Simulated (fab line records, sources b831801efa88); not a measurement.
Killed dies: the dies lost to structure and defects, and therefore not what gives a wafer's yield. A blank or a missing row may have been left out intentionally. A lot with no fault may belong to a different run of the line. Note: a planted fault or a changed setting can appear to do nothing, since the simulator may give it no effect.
Which of the tools did it? | flow sfq-line | at 1 step of a route of 325, 13 lots with 39 wafers sampled

== WHAT EACH GAUGE READ, for each wafer ==
SFQ_I4_BOW_MEAS_927. Usual: I4_BOW typically reads 4 um, with standard deviation 9.
lot  | measured     | on            | I4_BOW (um) | flag
L221 | day 35 01:22 | film-metro-02 | 1 0 11      |
L223 | day 36 01:41 | film-metro-02 | -6 -4 -8    |
L224 | day 36 07:41 | film-metro-02 | -5 -12 -10  |
L225 | day 36 13:41 | film-metro-03 | 6 14 22     |
L226 | day 36 16:42 | film-metro-04 | 19 12 7     |
L228 | day 37 10:43 | film-metro-02 | 11 8 9      |
L229 | day 37 13:20 | film-metro-04 | 16 12 11    |
L234 | day 40 23:40 | film-metro-03 | -1 3 15     |
L238 | day 42 16:41 | film-metro-04 | 4 3 1       |
L241 | day 44 01:54 | film-metro-02 | 16 6 2      |
L242 | day 44 16:59 | film-metro-02 | 0 0 2       |
L243 | day 44 22:59 | film-metro-02 | 17 2 13     |
L244 | day 45 13:59 | film-metro-04 | 6 12 3      |

== WHAT TOOL EACH LOT RAN ON (gives the tool, then ch and the chambers of the sampled wafers, and finally the start) ==
There is no process step in the record ahead of these readings.

== WHAT THE TOOLS THEMSELVES READ (means of the sampled wafers that have a number; where no wafer has one, the mark that the record gives instead) ==
The record holds no such reading with a usual standard deviation.

== THE ANSWER, worked out from the rows above alone ==
Rule: take the mean of a lot's wafers that have a number; if it is more than 3 standard deviations from the usual mean, the lot is off. Also off: a lot with no number at a reading for which 4 or more lots have one. Where the step has rows for the other lots, those lots are counted as sound. First the gauges in route order, then the tools' own readings, where a lot's mean is used as printed above. The first step at which some lot is off is used, and at that step the reading that is off furthest; a lot without a number counts as furthest.
Across all readings shown, no lot is off: no conclusion can be drawn from this.

== WHAT WAS PUT IN BY THE SIMULATOR ==
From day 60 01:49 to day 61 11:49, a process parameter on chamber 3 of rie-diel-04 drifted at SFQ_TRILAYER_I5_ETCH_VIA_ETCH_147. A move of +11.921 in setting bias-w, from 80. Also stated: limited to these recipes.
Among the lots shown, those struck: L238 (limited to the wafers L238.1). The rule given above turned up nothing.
